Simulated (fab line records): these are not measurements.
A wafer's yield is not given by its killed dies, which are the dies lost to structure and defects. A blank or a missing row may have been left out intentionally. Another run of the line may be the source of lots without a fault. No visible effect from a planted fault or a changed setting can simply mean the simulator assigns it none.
fab line records + flow sky130
[record]
- lots = 6
- wafers = 18
- last-day = 50
route steps=708 shown VIA1@467 METAL2@483
lots that met no fault: taken from a fault-free run of the same line
start-h: hours from the record's opening day to when the first of the lot's shown wafers began + wait-h: time in hours since the lot's previous step + " as in the row above + L1.1+2: a single row standing in for several wafers + - no value, or no start given + * or withheld: withheld + < > ~ a bound
route shown NAME@n: names a module that has steps shown in the file, with the first one's number in the route + usual: average and standard deviation across the fault-free wafers + same: alike in all rows + chamber/n: place in a boat + sites: per-site readings + _std_site: how widely they spread, as a standard deviation + _edge_site: inner sites' mean taken away from outer sites' mean + radius-mm: for every site, how far away it sits from the centre of the wafer + mask NAME#n: copy n + behind: tool/chamber where the wafer was last shaped + hold: cause of the lot's hold/its duration in hours/its outcome + device: transistor that didn't switch, given as n, p or np + end of line: the tests these same wafers got at the end of their route + for a step that has no rows: nothing shown but its recipe + killed: dies lost to structure and defects at the first sort, not the wafer's yield + map: a wafer's dies, marking killed ones x, the rest . and places with no die _
set.NAME: setting as actually run; set.NAME@STEP: the setting as run at that earlier step + model.NAME: the simulator's own value behind a step, which no gauge read
certain route steps with their lots: each step a table, each wafer a row
services: the hour from which a tool's chamber was out of use, counted from the record's first day as start-h (under 0 if before that day), plus the number of hours and why
[[steps]]
[step SKY_VIA1_EXPOSE_09]
[recipe]
- mask-id = VIM
- na = 0.8
- source-shape = annular
- sigma-inner = 0.55
- sigma-outer = 0.85
- target-cd-nm = 150
- dose-mj = 38
[step SKY_VIA1_PEB_10]
[recipe]
- peb-temp-c = withheld
- peb-time-s = withheld
- resist = KrF-thick
[step SKY_VIA1_DEVELOP_11]
[recipe]
- develop-time-s = 60
- resist = KrF-thick
- dev-temp-c = 21
[step SKY_VIA1_CD_MEAS_12]
[recipe]
- target-cd-nm = 150
[usual]
- cd-nm = 149.7/1.4
| lot.wafer | tool      | chamber | start-h | wait-h | cd-nm |
|-----------|-----------|---------|---------|--------|-------|
| L382.3    | cd-sem-01 | -       | 833.90  | -      | 148.0 |
| L382.5    | "         | -       | "       | "      | 148.5 |
| L382.6    | "         | -       | "       | "      | 149.7 |
| L387.3    | cd-sem-01 | -       | 861.20  | -      | 150.8 |
| L387.5    | "         | -       | "       | "      | 151.8 |
| L387.6    | "         | -       | "       | "      | 150.6 |
| L391.1    | cd-sem-02 | -       | 890.04  | -      | 152.6 |
| L391.4    | "         | -       | "       | "      | 151.3 |
| L391.5    | "         | -       | "       | "      | 152.2 |
| L390.3    | cd-sem-02 | -       | 891.63  | -      | 152.4 |
| L390.5    | "         | -       | "       | "      | 151.4 |
| L390.6    | "         | -       | "       | "      | 152.5 |
| L392.2    | cd-sem-01 | -       | 914.66  | -      | 151.9 |
| L392.4    | "         | -       | "       | "      | 150.4 |
| L392.5    | "         | -       | "       | "      | 150.2 |
| L400.2    | cd-sem-01 | -       | 956.45  | -      | 148.0 |
| L400.5    | "         | -       | "       | "      | 148.0 |
| L400.6    | "         | -       | "       | "      | 150.1 |
[step SKY_VIA1_OVL_MEAS_13]
[usual]
- VIA1_OVL = 0/5.2
| lot.wafer | tool       | chamber | start-h | wait-h | VIA1_OVL[nm] |
|-----------|------------|---------|---------|--------|--------------|
| L382.3    | overlay-01 | -       | 833.99  | 0.1    | 1            |
| L382.5    | "          | -       | "       | "      | 0            |
| L382.6    | "          | -       | "       | "      | -1           |
| L387.3    | overlay-01 | -       | 861.29  | 0.1    | -4           |
| L387.5    | "          | -       | "       | "      | 2            |
| L387.6    | "          | -       | "       | "      | 1            |
| L391.1    | overlay-02 | -       | 890.16  | 0.1    | -3           |
| L391.4    | "          | -       | "       | "      | -7           |
| L391.5    | "          | -       | "       | "      | -8           |
| L390.3    | overlay-02 | -       | 891.72  | 0.1    | -1           |
| L390.5    | "          | -       | "       | "      | -6           |
| L390.6    | "          | -       | "       | "      | 0            |
| L392.2    | overlay-01 | -       | 914.76  | 0.1    | 5            |
| L392.4    | "          | -       | "       | "      | 7            |
| L392.5    | "          | -       | "       | "      | 2            |
| L400.2    | overlay-01 | -       | 956.55  | 0.1    | -8           |
| L400.5    | "          | -       | "       | "      | -2           |
| L400.6    | "          | -       | "       | "      | -7           |
[step SKY_VIA1_ETCH_14]
[recipe]
- chemistry = N2/H2
- target = BARC
- ion-energy-ev = 200
- source-w = 500
- bias-w = 100
- pressure-mtorr = 30
- n2-flow-sccm = 100
- h2-flow-sccm = 200
- stop-on = SiO2
- time-s = 45.9
- target-depth-a = 600
[usual]
- drypump-motor-current-A = 5.8/0.42
- oes-product-au = 0.854/0.0043
- throttle-valve-pct = 13.224/0.0086
| lot.wafer | tool        | chamber | start-h | wait-h | drypump-motor-current-A | oes-product-au | rf-hours-counter-h | throttle-valve-pct |
|-----------|-------------|---------|---------|--------|-------------------------|----------------|--------------------|--------------------|
| L382.3    | rie-diel-02 | 1       | 834.01  | 0.0    | 5.9                     | 0.857          | 4                  | 13.231             |
| L382.5    | "           | 0       | "       | "      | 5.6                     | 0.852          | -                  | 13.217             |
| L382.6    | "           | 1       | "       | "      | 5.9                     | 0.853          | -                  | 13.226             |
| L387.3    | rie-diel-01 | 2       | 861.31  | 0.0    | 6.4                     | 0.855          | 13                 | 13.227             |
| L387.5    | "           | 3       | "       | "      | 6.5                     | 0.865          | -                  | 13.225             |
| L387.6    | "           | 0       | "       | "      | 5.6                     | 0.852          | -                  | 13.240             |
| L391.1    | rie-diel-04 | 2       | 890.19  | 0.0    | 5.8                     | 0.844          | 17                 | 13.229             |
| L391.4    | "           | 1       | "       | "      | 6.1                     | 0.846          | 6                  | 13.224             |
| L391.5    | "           | 0       | "       | "      | 5.7                     | 0.848          | -                  | 13.238             |
| L390.3    | rie-diel-01 | 1       | 891.74  | 0.0    | 5.4                     | 0.850          | 16                 | 13.233             |
| L390.5    | "           | 2       | "       | "      | 6.3                     | 0.854          | -                  | 13.230             |
| L390.6    | "           | 3       | "       | "      | 6.5                     | 0.858          | -                  | 13.206             |
| L392.2    | rie-diel-04 | 1       | 914.79  | 0.0    | 6.1                     | 0.849          | 7                  | 13.230             |
| L392.4    | "           | 0       | "       | "      | 5.8                     | 0.854          | 8                  | 13.234             |
| L392.5    | "           | 0       | "       | "      | 5.7                     | 0.855          | -                  | 13.231             |
| L400.2    | rie-diel-02 | 2       | 956.58  | 0.0    | 6.3                     | 0.848          | 6                  | 13.232             |
| L400.5    | "           | 0       | "       | "      | 5.6                     | 0.859          | -                  | 13.213             |
| L400.6    | "           | 1       | "       | "      | 5.9                     | 0.852          | -                  | 13.237             |
[step SKY_VIA1_ETCH_15]
[recipe]
- target = SiO2
- chemistry = C4F8/O2/Ar
- target-depth-nm = 351
- stop-on = TiN
- mask-material = KrF-thick
- source-w = 1500
- bias-w = 1200
- pressure-mtorr = 40
- c4f8-flow-sccm = withheld
- O2_flow_sccm = 6
- Ar_flow_sccm = 300
- time-s = 54
[usual]
- oes-product-au = 0.980/0.0068
| lot.wafer | tool        | chamber | start-h | wait-h | oes-product-au | rf-hours-counter-h |
|-----------|-------------|---------|---------|--------|----------------|--------------------|
| L382.3    | rie-diel-02 | 1       | 834.05  | 0.0    | 0.984          | 4                  |
| L382.5    | "           | 0       | "       | "      | 0.985          | -                  |
| L382.6    | "           | 1       | "       | "      | 0.978          | -                  |
| L387.3    | rie-diel-01 | 2       | 861.36  | 0.0    | 0.990          | 13                 |
| L387.5    | "           | 3       | "       | "      | 0.991          | -                  |
| L387.6    | "           | 0       | "       | "      | 0.981          | -                  |
| L391.1    | rie-diel-04 | 2       | 890.23  | 0.0    | 0.985          | 17                 |
| L391.4    | "           | 1       | "       | "      | 0.969          | 6                  |
| L391.5    | "           | 0       | "       | "      | 0.970          | -                  |
| L390.3    | rie-diel-01 | 1       | 891.78  | 0.0    | 0.980          | 16                 |
| L390.5    | "           | 2       | "       | "      | 0.986          | -                  |
| L390.6    | "           | 3       | "       | "      | 0.988          | -                  |
| L392.2    | rie-diel-04 | 1       | 914.83  | 0.0    | 0.963          | 7                  |
| L392.4    | "           | 0       | "       | "      | 0.980          | 8                  |
| L392.5    | "           | 0       | "       | "      | 0.973          | -                  |
| L400.2    | rie-diel-02 | 2       | 956.62  | 0.0    | 0.987          | 6                  |
| L400.5    | "           | 0       | "       | "      | 0.980          | -                  |
| L400.6    | "           | 1       | "       | "      | 0.980          | -                  |
[step SKY_VIA1_STRIP_16]
[recipe]
- chemistry = O2/N2
- power-w = 1400
- pressure-mtorr = 1500
- platen-temp-c = withheld
- o2-flow-sccm = 3000
- n2-flow-sccm = 300
- overash-fraction = 0.5
[usual]
- drypump-motor-current-A = 5.6/0.59
- oes-product-au = 0.416/0.0047
- strip-time-to-endpoint-s = 4.467/0.027
| lot.wafer | tool            | chamber | start-h | wait-h | drypump-motor-current-A | oes-product-au | rf-hours-counter-h | strip-time-to-endpoint-s |
|-----------|-----------------|---------|---------|--------|-------------------------|----------------|--------------------|--------------------------|
| L382.3    | plasma-asher-03 | 1       | 834.13  | 0.1    | 5.3                     | 0.409          | -                  | 4.443                    |
| L382.5    | "               | 1       | "       | "      | 5.4                     | 0.415          | -                  | 4.436                    |
| L382.6    | "               | 0       | "       | "      | 5.5                     | 0.416          | -                  | 4.470                    |
| L387.3    | plasma-asher-03 | 0       | 861.44  | 0.1    | 5.5                     | 0.413          | -                  | 4.402                    |
| L387.5    | "               | 0       | "       | "      | 5.5                     | 0.408          | -                  | 4.428                    |
| L387.6    | "               | 1       | "       | "      | 5.4                     | 0.414          | -                  | 4.437                    |
| L391.1    | plasma-asher-01 | 1       | 890.28  | 0.0    | 4.8                     | 0.426          | 106                | 4.450                    |
| L391.4    | "               | 1       | "       | "      | 4.8                     | 0.417          | -                  | 4.489                    |
| L391.5    | "               | 0       | "       | "      | 5.2                     | 0.411          | -                  | 4.496                    |
| L390.3    | plasma-asher-01 | 1       | 891.86  | 0.1    | 4.8                     | 0.410          | -                  | 4.466                    |
| L390.5    | "               | 1       | "       | "      | 4.9                     | 0.417          | -                  | 4.432                    |
| L390.6    | "               | 0       | "       | "      | 5.2                     | 0.422          | -                  | 4.439                    |
| L392.2    | plasma-asher-01 | 0       | 914.90  | 0.0    | 5.2                     | 0.420          | 109                | 4.512                    |
| L392.4    | "               | 0       | "       | "      | 5.2                     | 0.416          | -                  | 4.501                    |
| L392.5    | "               | 0       | "       | "      | 5.2                     | 0.411          | -                  | 4.521                    |
| L400.2    | plasma-asher-03 | 1       | 956.67  | 0.0    | 5.4                     | 0.408          | 20                 | 4.438                    |
| L400.5    | "               | 1       | "       | "      | 5.4                     | 0.414          | -                  | 4.425                    |
| L400.6    | "               | 0       | "       | "      | 5.5                     | 0.419          | -                  | 4.442                    |
[step SKY_VIA1_STRIP_17]
[recipe]
- chemistry = post-etch-residue-remover
- time-s = 1200
- temp-c = 72.5
[step SKY_VIA1_CLEAN_18]
[recipe]
- chemistry = IPA
- time-s = 180
- temp-c = 25
[step SKY_VIA1_CLEAN_19]
[recipe]
- chemistry = O3/DIW
- dry = n2-spin
[step SKY_VIA1_SPUTTER_20]
[recipe]
- material = TiN
- target-thk-nm = 20
- chamber-pressure-pa = 5
- power-w = 4000
- time-s = 80
[usual]
- throttle-valve-pct = 30.4/0.56
| lot.wafer | tool           | chamber | start-h | wait-h | throttle-valve-pct |
|-----------|----------------|---------|---------|--------|--------------------|
| L382.3    | pvd-sputter-01 | -       | 834.69  | 0.0    | 31.4               |
| L382.5    | "              | -       | "       | "      | 30.5               |
| L382.6    | "              | -       | "       | "      | 31.4               |
| L387.3    | pvd-sputter-01 | -       | 862.00  | 0.0    | 29.5               |
| L387.5    | "              | -       | "       | "      | 30.5               |
| L387.6    | "              | -       | "       | "      | 30.6               |
| L391.1    | pvd-sputter-03 | -       | 890.88  | 0.0    | 30.4               |
| L391.4    | "              | -       | "       | "      | 30.1               |
| L391.5    | "              | -       | "       | "      | 30.2               |
| L390.3    | pvd-sputter-01 | -       | 892.55  | 0.0    | 30.4               |
| L390.5    | "              | -       | "       | "      | 31.3               |
| L390.6    | "              | -       | "       | "      | 29.2               |
| L392.2    | pvd-sputter-01 | -       | 915.57  | 0.0    | 30.6               |
| L392.4    | "              | -       | "       | "      | 30.9               |
| L392.5    | "              | -       | "       | "      | 31.3               |
| L400.2    | pvd-sputter-03 | -       | 957.35  | 0.0    | 30.3               |
| L400.5    | "              | -       | "       | "      | 30.2               |
| L400.6    | "              | -       | "       | "      | 30.0               |
[step SKY_VIA1_CVD_21]
[recipe]
- material = W
- target-thk-nm = 270
- time-s = 80.902
- temp-c = 400
- pressure-torr = 40
[usual]
- chamber-pressure-Torr = 40.00/0.082
- heater-power-w = 968/54
| lot.wafer | tool     | chamber | start-h | wait-h | chamber-pressure-Torr | heater-power-w | model.W_of_VIA1_CVD_21.thk-nm |
|-----------|----------|---------|---------|--------|-----------------------|----------------|-------------------------------|
| L382.3    | cvd-w-02 | 1       | 834.78  | 0.1    | 39.90                 | 1033           | 267                           |
| L382.5    | "        | 1       | "       | "      | 39.87                 | 1026           | 267.1                         |
| L382.6    | "        | 0       | "       | "      | 39.95                 | 1045           | 276                           |
| L387.3    | cvd-w-02 | 0       | 862.09  | 0.1    | 40.00                 | 1041           | 272                           |
| L387.5    | "        | 0       | "       | "      | 39.98                 | 1014           | 270.5                         |
| L387.6    | "        | 1       | "       | "      | 40.01                 | 977            | 265.3                         |
| L391.1    | cvd-w-02 | 1       | 890.94  | 0.0    | 39.99                 | 1013           | 267.8                         |
| L391.4    | "        | 0       | "       | "      | 40.06                 | 1012           | 93.43                         |
| L391.5    | "        | 0       | "       | "      | 40.03                 | 1018           | 90.99                         |
| L390.3    | cvd-w-02 | 1       | 892.64  | 0.1    | 39.97                 | 1023           | 269.4                         |
| L390.5    | "        | 1       | "       | "      | 39.97                 | 1035           | 268.9                         |
| L390.6    | "        | 0       | "       | "      | 40.00                 | 1023           | 91.33                         |
| L392.2    | cvd-w-01 | 0       | 915.63  | 0.0    | 40.00                 | 968            | 275                           |
| L392.4    | "        | 1       | "       | "      | 39.86                 | 878            | 272.8                         |
| L392.5    | "        | 1       | "       | "      | 39.84                 | 878            | 270.9                         |
| L400.2    | cvd-w-01 | 0       | 957.41  | 0.0    | 40.05                 | 946            | 277.1                         |
| L400.5    | "        | 0       | "       | "      | 40.06                 | 978            | 272                           |
| L400.6    | "        | 1       | "       | "      | 40.01                 | 883            | 270.5                         |
[step SKY_VIA1_RS_MEAS_22]
[recipe]
- thk-meas-gauge = four-point-probe
- reads = W_of_VIA1_CVD_21+TiN_of_VIA1_SPUTTER_20
[usual]
- VIA1_W_RS = 0.425/0.0061
| lot.wafer | tool          | chamber | start-h | wait-h | VIA1_W_RS[ohm/sq] |
|-----------|---------------|---------|---------|--------|-------------------|
| L382.3    | film-metro-02 | -       | 834.89  | 0.1    | 0.431             |
| L382.5    | "             | -       | "       | "      | 0.432             |
| L382.6    | "             | -       | "       | "      | 0.418             |
| L387.3    | film-metro-01 | -       | 862.19  | 0.1    | 0.424             |
| L387.5    | "             | -       | "       | "      | 0.427             |
| L387.6    | "             | -       | "       | "      | 0.434             |
| L391.1    | film-metro-01 | -       | 891.04  | 0.1    | 0.430             |
| L391.4    | "             | -       | "       | "      | 1.274             |
| L391.5    | "             | -       | "       | "      | 1.306             |
| L390.3    | film-metro-01 | -       | 892.75  | 0.1    | 0.429             |
| L390.5    | "             | -       | "       | "      | 0.430             |
| L390.6    | "             | -       | "       | "      | 1.303             |
| L392.2    | film-metro-02 | -       | 915.74  | 0.1    | 0.418             |
| L392.4    | "             | -       | "       | "      | 0.422             |
| L392.5    | "             | -       | "       | "      | 0.425             |
| L400.2    | film-metro-02 | -       | 957.53  | 0.1    | 0.415             |
| L400.5    | "             | -       | "       | "      | 0.424             |
| L400.6    | "             | -       | "       | "      | 0.425             |
[step SKY_VIA1_THK_MEAS_23]
[recipe]
- thk-meas-gauge = xrf
- reads = W_of_VIA1_CVD_21
[usual]
- VIA1_W_THK = 273/3.9
| lot.wafer | tool          | chamber | start-h | wait-h | VIA1_W_THK[nm] |
|-----------|---------------|---------|---------|--------|----------------|
| L382.3    | film-metro-02 | -       | 834.99  | 0.1    | 268            |
| L382.5    | "             | -       | "       | "      | 267            |
| L382.6    | "             | -       | "       | "      | 276            |
| L387.3    | film-metro-01 | -       | 862.29  | 0.1    | 273            |
| L387.5    | "             | -       | "       | "      | 271            |
| L387.6    | "             | -       | "       | "      | 266            |
| L391.1    | film-metro-01 | -       | 891.16  | 0.1    | 271            |
| L391.4    | "             | -       | "       | "      | 94             |
| L391.5    | "             | -       | "       | "      | 91             |
| L390.3    | film-metro-01 | -       | 892.85  | 0.1    | 272            |
| L390.5    | "             | -       | "       | "      | 273            |
| L390.6    | "             | -       | "       | "      | 92             |
| L392.2    | film-metro-02 | -       | 915.85  | 0.1    | 272            |
| L392.4    | "             | -       | "       | "      | 268            |
| L392.5    | "             | -       | "       | "      | 269            |
| L400.2    | film-metro-02 | -       | 957.64  | 0.1    | 281            |
| L400.5    | "             | -       | "       | "      | 276            |
| L400.6    | "             | -       | "       | "      | 274            |
[step SKY_VIA1_CMP_24]
[recipe]
- stop-on = SiO2
- t-overpolish-s = 15
- down-force-psi = 3.5
- platen-rpm = 60
- target-thk-nm = 0
- pad-velocity-m-s = 0.94248
[usual]
- head-pressure-psi = 3.500/0.0079
- motor-current-A = 11.1/1.4
- slurry-filter-dp-kPa = 13.51/0.13
- time-to-endpoint-s = 67/3.7
| lot.wafer | tool   | chamber | start-h | wait-h | head-pressure-psi | motor-current-A | slurry-filter-dp-kPa | time-to-endpoint-s |
|-----------|--------|---------|---------|--------|-------------------|-----------------|----------------------|--------------------|
| L382.3    | cmp-01 | 2       | 835.18  | 0.2    | 3.504             | 9.7             | 13.52                | 63                 |
| L382.5    | "      | 3       | "       | "      | 3.509             | 11.1            | 13.60                | 66                 |
| L382.6    | "      | 0       | "       | "      | 3.510             | 10.3            | 13.43                | 69                 |
| L387.3    | cmp-01 | 1       | 862.33  | 0.0    | 3.501             | 13.4            | 13.77                | 64                 |
| L387.5    | "      | 1       | "       | "      | 3.515             | 14.0            | 13.50                | 70                 |
| L387.6    | "      | 2       | "       | "      | 3.503             | 9.8             | 13.78                | 62                 |
| L391.1    | cmp-01 | 0       | 891.22  | 0.1    | 3.490             | 10.8            | 13.22                | 66                 |
| L391.4    | "      | 3       | "       | "      | 3.485             | 10.9            | 13.67                | 23                 |
| L391.5    | "      | 1       | "       | "      | 3.511             | 14.2            | 13.52                | 22                 |
| L390.3    | cmp-02 | 0       | 892.99  | 0.1    | 3.501             | 13.0            | 13.59                | 62                 |
| L390.5    | "      | 2       | "       | "      | 3.505             | 10.6            | 13.43                | 64                 |
| L390.6    | "      | 3       | "       | "      | 3.492             | 9.8             | 13.50                | 17                 |
| L392.2    | cmp-01 | 2       | 916.90  | 1.0    | 3.503             | 9.5             | 13.27                | 67                 |
| L392.4    | "      | 3       | "       | "      | 3.499             | 11.3            | 13.62                | 68                 |
| L392.5    | "      | 2       | "       | "      | 3.502             | 10.4            | 13.47                | 64                 |
| L400.2    | cmp-02 | 1       | 957.79  | 0.1    | 3.488             | 11.3            | 13.62                | 75                 |
| L400.6    | "      | 3       | "       | "      | 3.501             | 9.7             | 13.47                | 65                 |
| L400.5    | "      | 0       | "       | "      | 3.494             | 12.2            | 13.46                | 67                 |
[step SKY_METAL2_SPUTTER_00]
[recipe]
- material = Ti
- target-thk-nm = 15
- power-w = 3000
- time-s = 10
- chamber-pressure-pa = 0.4
[usual]
- throttle-valve-pct = 30.2/0.91
| lot.wafer | tool           | chamber | start-h | wait-h | throttle-valve-pct |
|-----------|----------------|---------|---------|--------|--------------------|
| L382.3    | pvd-sputter-04 | -       | 835.33  | 0.1    | 31.3               |
| L382.5    | "              | -       | "       | "      | 30.5               |
| L382.6    | "              | -       | "       | "      | 28.8               |
| L387.3    | pvd-sputter-01 | -       | 862.63  | 0.2    | 30.3               |
| L387.5    | "              | -       | "       | "      | 30.4               |
| L387.6    | "              | -       | "       | "      | 30.3               |
| L391.1    | pvd-sputter-04 | -       | 891.52  | 0.2    | 29.9               |
| L391.4    | "              | -       | "       | "      | 31.5               |
| L391.5    | "              | -       | "       | "      | 28.6               |
| L390.3    | pvd-sputter-01 | -       | 893.19  | 0.1    | 30.4               |
| L390.5    | "              | -       | "       | "      | 31.5               |
| L390.6    | "              | -       | "       | "      | 29.2               |
| L392.2    | pvd-sputter-04 | -       | 917.20  | 0.2    | 31.6               |
| L392.4    | "              | -       | "       | "      | 28.7               |
| L392.5    | "              | -       | "       | "      | 30.1               |
| L400.2    | pvd-sputter-04 | -       | 957.99  | 0.1    | 28.6               |
| L400.5    | "              | -       | "       | "      | 31.3               |
| L400.6    | "              | -       | "       | "      | 28.8               |
[[services]]
| tool            | chamber | start-h | hours | kind                   |
|-----------------|---------|---------|-------|------------------------|
| plasma-asher-01 | -       | 814.01  | 2.3   | repair                 |
| cmp-01          | -       | 826.16  | 0.8   | repair                 |
| pvd-sputter-04  | -       | 826.58  | 7.5   | repair                 |
| rie-diel-04     | -       | 829.19  | 0.5   | repair                 |
| rie-diel-02     | 3       | 829.82  | 18.3  | repair                 |
| pvd-sputter-01  | 0       | 839.57  | -     | consumable-replace:kit |
| rie-diel-04     | 0       | 842.56  | 3.9   | repair                 |
| cmp-02          | -       | 850.10  | 7.9   | pm                     |
| rie-diel-04     | -       | 861.39  | 2.8   | pm                     |
| rie-diel-02     | 0       | 876.63  | 2.7   | repair                 |
| cmp-01          | -       | 878.11  | 0.3   | repair                 |
| rie-diel-02     | 1       | 880.34  | 41.1  | repair                 |
| cvd-w-01        | 1       | 892.70  | 5.2   | repair                 |
| plasma-asher-03 | -       | 901.00  | 20.1  | pm                     |
| cvd-w-02        | -       | 904.00  | 14.0  | pm                     |
| pvd-sputter-03  | -       | 904.17  | 1.0   | repair                 |
| cmp-01          | -       | 912.00  | 4.0   | pm                     |
| cmp-01          | -       | 914.59  | 1.3   | repair                 |
| plasma-asher-01 | -       | 916.67  | 2.8   | pm                     |
| cmp-01          | -       | 921.55  | 25.4  | pm                     |
| rie-diel-01     | 0       | 932.75  | 5.9   | repair                 |
| cvd-w-01        | -       | 933.70  | 14.6  | pm                     |
| cmp-02          | -       | 954.50  | 1.0   | repair                 |
| cvd-w-01        | -       | 954.96  | 0.6   | repair                 |
[[key]]
[first-sign]
- step = SKY_VIA1_RS_MEAS_22
- reading = VIA1_W_RS
- direction = up
- sigmas = 99+
- usual = 0.425
- struck = 1.294
[effect]
- step = SKY_VIA1_THK_MEAS_23
- reading = VIA1_W_THK
- direction = down
- sigmas = 46
- usual = 273
- struck = 93
[effect]
- step = SKY_VIA1_CMP_24
- reading = time-to-endpoint-s
- direction = down
- sigmas = 12
- usual = *
- struck = *
[model-effect]
- step = SKY_VIA1_CVD_21
- value = W_of_VIA1_CVD_21.thk-nm
- without = 275.1
- struck = 91.92
met-at SKY_VIA1_CVD_21
struck-wafers L390.6,L391.4,L391.5
onset-between 862.09 890.94
[fault]
- kind = process-parameter-drift
- tool = cvd-w-02
- chamber = 0
- onset-h = 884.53
- steps = SKY_VIA1_CVD_21
- channel = target-thk-nm
- offset = -181.87
- shape = step
- end-h = 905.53
- acts-in = these-recipes-only
- stated = 270
